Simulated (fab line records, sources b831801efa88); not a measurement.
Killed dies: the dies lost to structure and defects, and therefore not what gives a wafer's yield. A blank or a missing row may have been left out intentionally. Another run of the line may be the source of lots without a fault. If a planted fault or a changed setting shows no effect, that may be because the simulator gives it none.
The tool behind it: which one? / flow gf180mcu / Sampling: 13 lots, 39 wafers, 4 of 602 route steps

== WHAT THE GAUGES READ, wafer by wafer ==
GF_HV_LDD_THK_MEAS_57. Usual: for HV_LDD_CVD_56_THK the level is 89.5 nm and the standard deviation is 0.92.
lot=L694; measured=day 12 18:20; on=film metro-02; HV_LDD_CVD_56_THK (nm)=91.4 91.1 92.0; flag=
lot=L695; measured=day 12 22:05; on=film metro-02; HV_LDD_CVD_56_THK (nm)=88.8 88.2 89.0; flag=
lot=L696; measured=day 13 10:03; on=film metro-04; HV_LDD_CVD_56_THK (nm)=90.3 90.0 89.8; flag=
lot=L697; measured=day 13 12:32; on=film metro-04; HV_LDD_CVD_56_THK (nm)=89.9 88.9 89.1; flag=
lot=L698; measured=day 14 07:35; on=film metro-02; HV_LDD_CVD_56_THK (nm)=90.8 90.8 90.2; flag=
lot=L700; measured=day 14 11:46; on=film metro-02; HV_LDD_CVD_56_THK (nm)=89.7 90.4 90.2; flag=
lot=L702; measured=day 15 02:28; on=film metro-04; HV_LDD_CVD_56_THK (nm)=88.9 88.7 89.1; flag=
lot=L704; measured=day 16 02:34; on=film metro-03; HV_LDD_CVD_56_THK (nm)=89.9 90.2 90.2; flag=
lot=L709; measured=day 17 22:02; on=film metro-04; HV_LDD_CVD_56_THK (nm)=88.8 88.6 89.1; flag=
lot=L710; measured=day 17 23:56; on=film metro-03; HV_LDD_CVD_56_THK (nm)=90.7 90.2 90.8; flag=
lot=L712; measured=day 18 18:04; on=film metro-02; HV_LDD_CVD_56_THK (nm)=89.9 89.1 90.0; flag=
lot=L715; measured=day 19 14:38; on=film metro-03; HV_LDD_CVD_56_THK (nm)=89.7 89.7 89.2; flag=
lot=L717; measured=day 20 05:52; on=film metro-03; HV_LDD_CVD_56_THK (nm)=89.4 88.9 89.4; flag=

GF_SAB_THK_MEAS_01. Usual: for SAB_CVD_00_THK the level is 49.6 nm and the standard deviation is 0.66.
lot=L694; measured=day 14 11:33; on=film metro-01; SAB_CVD_00_THK (nm)=49.2 50.1 50.3; flag=
lot=L695; measured=day 14 16:34; on=film metro-04; SAB_CVD_00_THK (nm)=49.8 49.8 50.0; flag=
lot=L696; measured=day 15 05:05; on=film metro-03; SAB_CVD_00_THK (nm)=49.6 49.7 49.7; flag=
lot=L697; measured=day 15 07:42; on=film metro-03; SAB_CVD_00_THK (nm)=49.5 49.1 49.7; flag=
lot=L698; measured=day 16 03:34; on=film metro-03; SAB_CVD_00_THK (nm)=49.2 49.4 42.5 49.3 49.4 42.4; flag=OFF
lot=L700; measured=day 16 08:20; on=film metro-04; SAB_CVD_00_THK (nm)=42.2 50.0 49.4 42.2 50.0 49.4; flag=OFF
lot=L702; measured=day 16 23:13; on=film metro-04; SAB_CVD_00_THK (nm)=50.0 48.2 49.8; flag=
lot=L704; measured=day 18 01:37; on=film metro-04; SAB_CVD_00_THK (nm)=49.3 43.2 49.8 49.3 43.3 49.8; flag=OFF
lot=L709; measured=day 19 23:49; on=film metro-04; SAB_CVD_00_THK (nm)=49.9 50.6 49.3; flag=
lot=L710; measured=day 20 00:23; on=film metro-03; SAB_CVD_00_THK (nm)=49.6 50.0 49.6; flag=
lot=L712; measured=day 20 19:59; on=film metro-04; SAB_CVD_00_THK (nm)=50.4 49.2 50.5; flag=
lot=L715; measured=day 21 16:25; on=film metro-04; SAB_CVD_00_THK (nm)=49.8 48.1 50.3; flag=
lot=L717; measured=day 22 06:58; on=film metro-03; SAB_CVD_00_THK (nm)=49.8 50.3 50.5; flag=

GF_SAB_CD_MEAS_09: the cd target is 420 nm. Usual: cd nm 419.9 nm, standard deviation 2.5.
lot=L694; measured=day 15 08:44; on=cd sem-02; cd nm (nm)=419.9 421.8 420.6; flag=
lot=L695; measured=day 15 14:17; on=cd sem-01; cd nm (nm)=420.8 423.0 422.6; flag=
lot=L696; measured=day 16 01:54; on=cd sem-01; cd nm (nm)=420.8 424.3 423.9; flag=
lot=L697; measured=day 16 04:40; on=cd sem-01; cd nm (nm)=419.5 422.0 420.8; flag=
lot=L698; measured=day 17 02:13; on=cd sem-02; cd nm (nm)=419.2 419.6 419.4; flag=
lot=L700; measured=day 17 07:01; on=cd sem-01; cd nm (nm)=419.0 417.5 419.0; flag=
lot=L702; measured=day 17 22:10; on=cd sem-01; cd nm (nm)=421.7 420.4 421.2; flag=
lot=L704; measured=day 19 01:20; on=cd sem-01; cd nm (nm)=416.6 417.3 419.4; flag=
lot=L709; measured=day 20 23:44; on=cd sem-02; cd nm (nm)=424.4 420.6 421.4; flag=
lot=L710; measured=day 20 23:59; on=cd sem-02; cd nm (nm)=419.6 419.9 419.2; flag=
lot=L712; measured=day 21 19:40; on=cd sem-02; cd nm (nm)=422.0 421.6 420.2; flag=
lot=L715; measured=day 22 15:23; on=cd sem-02; cd nm (nm)=417.8 417.6 417.2; flag=
lot=L717; measured=day 23 05:41; on=cd sem-02; cd nm (nm)=418.5 415.8 419.2; flag=

== WHICH TOOL RAN EACH LOT (tool, then ch and the chambers of the sampled wafers, then the start) ==
lot=L694; GF_SAB_CVD_00=pecvd-04 ch 0,1, day 14 11:32
lot=L695; GF_SAB_CVD_00=pecvd-03 ch 0,2, day 14 16:32
lot=L696; GF_SAB_CVD_00=pecvd-02 ch 0,1,2, day 15 05:03
lot=L697; GF_SAB_CVD_00=pecvd-03 ch 0,2, day 15 07:41
lot=L698; GF_SAB_CVD_00=pecvd-03 ch 0,1,2, day 16 03:33
lot=L700; GF_SAB_CVD_00=pecvd-03 ch 0,1,2, day 16 08:18
lot=L702; GF_SAB_CVD_00=pecvd-04 ch 0,1,2, day 16 23:12
lot=L704; GF_SAB_CVD_00=pecvd-03 ch 0,1,2, day 18 01:35
lot=L709; GF_SAB_CVD_00=pecvd-04 ch 0,1, day 19 23:47
lot=L710; GF_SAB_CVD_00=pecvd-02 ch 0,1,2, day 20 00:21
lot=L712; GF_SAB_CVD_00=pecvd-04 ch 0,1, day 20 19:58
lot=L715; GF_SAB_CVD_00=pecvd-04 ch 0,1,2, day 21 16:18
lot=L717; GF_SAB_CVD_00=pecvd-04 ch 1,2, day 22 06:56
- GF_SAB_CVD_00: deposits SiO2 from TEOS, target thk 50 nm, time 4.9302 s.

== WHAT THE TOOLS THEMSELVES READ (means of the sampled wafers that have a number; where no wafer has one, the mark that the record gives instead) ==
GF_SAB_CVD_00. Usual: heater power w 681 W, standard deviation 110; susceptor temp C 400.04 C, standard deviation 0.23.
lot=L694; tool=pecvd-04; heater power w (W)=707; susceptor temp C (C)=400.24; flag=
lot=L695; tool=pecvd-03; heater power w (W)=660; susceptor temp C (C)=400.32; flag=
lot=L696; tool=pecvd-02; heater power w (W)=691; susceptor temp C (C)=399.88; flag=
lot=L697; tool=pecvd-03; heater power w (W)=608; susceptor temp C (C)=400.07; flag=
lot=L698; tool=pecvd-03; heater power w (W)=656; susceptor temp C (C)=399.99; flag=
lot=L700; tool=pecvd-03; heater power w (W)=710; susceptor temp C (C)=400.00; flag=
lot=L702; tool=pecvd-04; heater power w (W)=707; susceptor temp C (C)=399.88; flag=
lot=L704; tool=pecvd-03; heater power w (W)=666; susceptor temp C (C)=400.06; flag=
lot=L709; tool=pecvd-04; heater power w (W)=640; susceptor temp C (C)=400.04; flag=
lot=L710; tool=pecvd-02; heater power w (W)=654; susceptor temp C (C)=400.27; flag=
lot=L712; tool=pecvd-04; heater power w (W)=632; susceptor temp C (C)=399.98; flag=
lot=L715; tool=pecvd-04; heater power w (W)=691; susceptor temp C (C)=399.88; flag=
lot=L717; tool=pecvd-04; heater power w (W)=719; susceptor temp C (C)=399.73; flag=

== THE ANSWER, worked out from the rows above alone ==
Rule: a lot counts as off when the mean over its wafers that have a number is more than 3 standard deviations away from the usual mean. A lot without any number at a reading at which 4 lots or more have one is off too. All remaining lots with rows at the step are treated as sound. First the gauges in route order, then the tools' own readings, where a lot's mean is used as printed above. At the first step where some lot is off, the reading lying furthest off is the one used; lots without a number count as furthest.
Off: L698, L700, L704, seen at GF_SAB_THK_MEAS_01 (SAB_CVD_00_THK).
A tool fits if, at a process step before that reading, it ran every lot that is off, and no sound lot after the first of them. The gauges at GF_SAB_THK_MEAS_01 are tried like those tools. One fits: pecvd-03 at GF_SAB_CVD_00. Its last sound lot is L697 (day 15 07:41), its first lot that is off L698 (day 16 03:33): a fault that began between those two fits.

== WHAT THE SIMULATOR PUT IN ==
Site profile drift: pecvd-03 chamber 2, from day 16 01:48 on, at GF_SAB_CVD_00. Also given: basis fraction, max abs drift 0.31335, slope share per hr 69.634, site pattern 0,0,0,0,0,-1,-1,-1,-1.
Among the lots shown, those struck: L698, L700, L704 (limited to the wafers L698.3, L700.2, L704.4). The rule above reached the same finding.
